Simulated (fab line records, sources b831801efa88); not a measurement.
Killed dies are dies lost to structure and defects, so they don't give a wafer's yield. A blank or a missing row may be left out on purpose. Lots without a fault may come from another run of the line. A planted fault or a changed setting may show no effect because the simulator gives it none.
Which tool did it? | flow sky130 | 11 lots, 33 wafers sampled, at 3 steps of a route of 708

WHAT THE GAUGES READ, wafer by wafer
SKY_SONOS_ONO_THK_MEAS_03.
lot  | measured     | on            | SONOS_ONO_CVD_02_THK (nm)
L224 | day 11 23:17 | film_metro-04 | 10.80 10.83 10.77
L226 | day 12 15:55 | film_metro-04 | 10.44 10.40 10.60
L227 | day 13 05:03 | film_metro-04 | 10.44 10.50 10.49
L228 | day 13 07:52 | film_metro-01 | 10.44 10.51 10.41
L232 | day 14 18:24 | film_metro-02 | 10.59 10.61 10.68
L233 | day 15 01:40 | film_metro-01 | 18.31 18.32 18.40 18.30 18.28 18.36
L234 | day 15 10:08 | film_metro-02 | 18.42 18.36 18.40 18.41 18.33 18.37
L242 | day 18 02:43 | film_metro-04 | 10.48 10.44 10.55
L243 | day 18 08:12 | film_metro-01 | 10.40 10.61 10.48
L244 | day 18 17:15 | film_metro-04 | 10.03 10.11 10.03
L246 | day 19 05:14 | film_metro-04 | 10.54 10.59 10.64

WHICH TOOL RAN EACH LOT (tool, then ch and the chambers of the sampled wafers, then the start)
lot  | SKY_VT_ADJUST_NCORE_STRIP_10         | SKY_SONOS_ONO_CVD_02
L224 | plasma_asher-03 ch 0,1, day 8 22:38  | lpcvd-02 ch 1, day 11 22:14
L226 | plasma_asher-03 ch 0,1, day 9 13:31  | lpcvd-02 ch 0, day 12 14:52
L227 | plasma_asher-02 ch 0,1, day 9 23:11  | lpcvd-02 ch 1, day 13 03:58
L228 | plasma_asher-01 ch 0,1, day 10 02:25 | lpcvd-02 ch 0, day 13 06:49
L232 | plasma_asher-02 ch 0,1, day 11 10:58 | lpcvd-02 ch 1, day 14 17:21
L233 | plasma_asher-03 ch 0,1, day 11 16:38 | lpcvd-02 ch 0, day 15 00:05
L234 | plasma_asher-02 ch 0,1, day 12 01:38 | lpcvd-02 ch 1, day 15 09:05
L242 | plasma_asher-02 ch 0,1, day 14 10:19 | lpcvd-02 ch 0, day 18 01:38
L243 | plasma_asher-01 ch 0,1, day 14 15:37 | lpcvd-02 ch 1, day 18 07:08
L244 | plasma_asher-02 ch 1, day 15 00:28   | lpcvd-02 ch 1, day 18 16:11
L246 | plasma_asher-01 ch 0,1, day 15 10:14 | lpcvd-02 ch 1, day 19 04:11
- SKY_VT_ADJUST_NCORE_STRIP_10: strips in O2/N2.
- SKY_SONOS_ONO_CVD_02: deposits Si3N4 from DCS/NH3, target thk 10.5 nm, time 180 s.

THE ANSWER, worked out from the rows above alone
Rule: what is usual is taken from the lots themselves. Put in order of their means at a reading, lots are off if they are a third of the lots or fewer, leave a main group of 4 or more, and stand apart from it by a gap of 3 or more times the standard deviation of the main group's means; of several such gaps the widest counts. A main group whose means are all the same, to the digits that the tables above print for the reading, isn't used. A lot without any number at a reading at which 4 lots or more have one is off too. The other lots that the step has rows for count as sound.
Off: L233, L234, at SKY_SONOS_ONO_THK_MEAS_03 (SONOS_ONO_CVD_02_THK). The main group: mean 10.50 nm, standard deviation 0.19.
A tool fits if, at a process step before that reading, it ran every lot that is off, and no sound lot after the first of them. The gauges at SKY_SONOS_ONO_THK_MEAS_03 are tried like those tools. None of those tried fits.

WHAT THE SIMULATOR HAD PUT IN
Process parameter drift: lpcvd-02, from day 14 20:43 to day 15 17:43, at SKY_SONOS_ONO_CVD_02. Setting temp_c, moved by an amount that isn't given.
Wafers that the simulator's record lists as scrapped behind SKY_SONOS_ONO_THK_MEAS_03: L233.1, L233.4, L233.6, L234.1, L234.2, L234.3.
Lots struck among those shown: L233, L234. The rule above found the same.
